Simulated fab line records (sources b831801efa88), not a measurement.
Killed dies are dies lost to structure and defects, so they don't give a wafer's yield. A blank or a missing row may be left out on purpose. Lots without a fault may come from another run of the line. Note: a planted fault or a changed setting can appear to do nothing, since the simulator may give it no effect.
One fault through the eyes of 2 desks    flow sky130    every desk sees just its own numbers, and what lay behind them comes last

== DESK OF THE TOOL OWNER: cvdW-01 ==
The tool's own readings at SKY_LI_CONTACT_CVD_21 (deposits W, target thk 400 nm, time 120.56 s): means of the sampled wafers that have a number, for each lot that ran on this tool. A lot is out of limits, marked OUT, if its mean lies more than 4 standard deviations from the usual mean; the brackets give that distance.
Columns: A = chamberPressureTorr at SKY_LI_CONTACT_CVD_21, usual 40.01 Torr; B = heaterPowerW at SKY_LI_CONTACT_CVD_21, usual 870 W; C = susceptorTempC at SKY_LI_CONTACT_CVD_21, usual 399.97 C
lot   first seen here  A                B    C
L626  day 29 02:17     40.04            897  399.96
L627  day 29 04:14     40.04            917  399.76
L629  day 29 21:41     40.01            908  400.30
L634  day 32 20:10     43.19 (+38) OUT  911  399.92
L637  day 32 21:24     41.62 (+19) OUT  886  399.82
L646  day 35 07:28     40.06            889  399.92
Finding of this desk: L634, L637 out of limits; the first was L634 at day 32 20:10, on chamberPressureTorr at SKY_LI_CONTACT_CVD_21. Within limits: L626, L627, L629, L646.

== AT THE METROLOGY DESK ==
Means of the sampled wafers that have a number, per lot and without regard to the tool the lot ran on: this is what the gauges read. A lot is out of limits, marked OUT, if its mean lies more than 4 standard deviations from the usual mean; the brackets give that distance.
Columns: A = SD_N_TW at SKY_SD_N_TW_MEAS_12, usual 4050; B = LI_CONTACT_BOW at SKY_LI_CONTACT_BOW_MEAS_03, usual 55 um
lot   first seen here  A     B
L626  day 27 20:11     4005  44
L627  day 27 22:47     4030  59
L628  day 28 14:11     4039  62
L629  day 28 15:14     4039  48
L631  day 29 14:44     4060  50
L635  day 31 13:59     4078  57
L634  day 31 15:13     4079  64
L637  day 31 16:05     4025  55
L641  day 33 01:47     4085  60
L643  day 33 14:31     4081  64
L646  day 34 02:57     4041  61
L647  day 34 10:35     4084  48
L649  day 35 01:23     4090  55
This desk found nothing out of limits on any of the 13 lots.

== TAKEN TOGETHER ==
The tool owner's desk could have raised an alarm at day 32 20:10, on L634, L637.
At the metrology desk, nothing out of limits was observed.
The metrology desk holds a record of L634, L637, inside its limits.
On cvdW-01, each named lot ran SKY_LI_CONTACT_CVD_21.

== WHAT THE SIMULATOR HAD INSERTED ==
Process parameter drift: cvdW-01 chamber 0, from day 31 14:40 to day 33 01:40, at SKY_LI_CONTACT_CVD_21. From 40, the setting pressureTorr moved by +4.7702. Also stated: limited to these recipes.
Lots struck among those shown: L634, L637.
Delay in hours, fault start to first out-of-limits reading, by desk: the tool owner's desk at 30.
